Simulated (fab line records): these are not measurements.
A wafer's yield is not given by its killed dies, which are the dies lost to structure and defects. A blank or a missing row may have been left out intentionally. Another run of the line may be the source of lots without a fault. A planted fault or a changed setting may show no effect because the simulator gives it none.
Which tool was responsible?    flow gf180mcu    Sampling: 7 lots, 21 wafers, 2 of 602 route steps

== WHAT THE GAUGES SHOWED, per wafer ==
GF_HV_LDD_TW_MEAS_23.
lot   measured      on             HV_LDD_2_TW
L463  day 11 01:07  film metro-03  1069 1066 1063
L465  day 11 23:53  film metro-01  1070 1071 1076
L467  day 12 11:31  film metro-02  1059 1055 1059
L471  day 13 20:34  film metro-03  1074 1073 1074
L476  day 15 06:58  film metro-02  1554 1550 1553
L483  day 17 14:52  film metro-03  1072 1066 1068
L485  day 18 06:56  film metro-02  1052 1054 1058

== WHICH TOOL RAN EACH LOT (tool, then ch and the chambers of the sampled wafers, then the start) ==
lot   GF_HV_LDD_IMPLANT_21
L463  implanter-03 ch 0, day 11 00:53
L465  implanter-04 ch 0, day 11 23:38
L467  implanter-04 ch 0, day 12 11:16
L471  implanter-03 ch 0, day 13 20:22
L476  implanter-03 ch 0, day 15 06:45
L483  implanter-01 ch 0, day 17 14:37
L485  implanter-04 ch 0, day 18 06:41
- GF_HV_LDD_IMPLANT_21

== THE ANSWER, worked out from the rows above alone ==
Rule: usual is defined by the lots themselves. Put in order of their means at a reading, lots are off if they are a third of the lots or fewer, leave a main group of 4 or more, and stand apart from it by a gap of 3 or more times the standard deviation of the main group's means; of several such gaps the widest counts. The tables above print the reading to a certain number of digits; a main group whose means all agree to those digits is not used. A lot without any number at a reading at which 4 lots or more have one is off too. All remaining lots with rows at the step are treated as sound.
Off: at GF_HV_LDD_TW_MEAS_23 (HV_LDD_2_TW), L476. Main group: mean 1066, sd 7.1.
A tool fits if, at a process step before that reading, it ran every lot that is off, and no sound lot after the first of them. Gauges at GF_HV_LDD_TW_MEAS_23: tried the same way as those tools. One fits: GF_HV_LDD_IMPLANT_21 on implanter-03. A fault onset in the window from L471 (day 13 20:22, its last sound lot) to L476 (day 15 06:45, its first lot off) fits.

== WHAT THE SIMULATOR HAD PUT IN ==
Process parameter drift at GF_HV_LDD_IMPLANT_21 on implanter-03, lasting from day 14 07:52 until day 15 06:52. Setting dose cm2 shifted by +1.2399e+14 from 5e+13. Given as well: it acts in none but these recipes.
Lots struck among those shown: L476. This agrees with what the rule above found.
